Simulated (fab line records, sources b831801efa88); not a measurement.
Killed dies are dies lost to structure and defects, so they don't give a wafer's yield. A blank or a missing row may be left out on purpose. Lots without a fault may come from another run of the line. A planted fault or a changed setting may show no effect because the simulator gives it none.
Which tool did it? | flow sky130 | 7 lots, 21 wafers sampled, at 2 steps of a route of 708

WHAT THE GAUGES READ, wafer by wafer
SKY_PASSIVATION_THK_MEAS_01.
lot  | measured     | on            | PASSIVATION_CVD_00_THK (nm)
L617 | day 43 15:14 | film_metro-01 | 91.8 91.6 92.3
L619 | day 44 06:31 | film_metro-04 | 88.7 89.0 89.8
L621 | day 45 12:34 | film_metro-04 | 90.3 90.2 91.7
L624 | day 45 20:07 | film_metro-04 | 90.5 91.6 91.6
L627 | day 46 20:32 | film_metro-02 | 90.2 88.9 89.6
L630 | day 47 06:23 | film_metro-02 | 88.5 90.2 90.5
L637 | day 49 06:35 | film_metro-02 | 92.0 93.5 91.1

WHICH TOOL RAN EACH LOT (tool, then ch and the chambers of the sampled wafers, then the start)
lot  | SKY_FIELD_ISO_CVD_24
L617 | hdpcvd-02 ch 1,2, day 2 13:36
L619 | hdpcvd-02 ch 0,2, day 2 22:44
L621 | hdpcvd-02 ch 0,1,2, day 3 12:57
L624 | hdpcvd-02 ch 1,2, day 4 00:07
L627 | hdpcvd-02 ch 0,1, day 4 17:11
L630 | hdpcvd-02 ch 0,2, day 5 07:28
L637 | hdpcvd-01 ch 0,2, day 6 23:41
- SKY_FIELD_ISO_CVD_24: deposits SiO2, target thk 595 nm, time 99.2 s.

THE ANSWER, worked out from the rows above alone
Rule: what is usual is taken from the lots themselves. Put in order of their means at a reading, lots are off if they are a third of the lots or fewer, leave a main group of 4 or more, and stand apart from it by a gap of 3 or more times the standard deviation of the main group's means; of several such gaps the widest counts. A main group whose means are all the same, to the digits that the tables above print for the reading, isn't used. A lot without any number at a reading at which 4 lots or more have one is off too. The other lots that the step has rows for count as sound.
No lot is off at any reading shown: from this, nothing can be told.

WHAT THE SIMULATOR HAD PUT IN
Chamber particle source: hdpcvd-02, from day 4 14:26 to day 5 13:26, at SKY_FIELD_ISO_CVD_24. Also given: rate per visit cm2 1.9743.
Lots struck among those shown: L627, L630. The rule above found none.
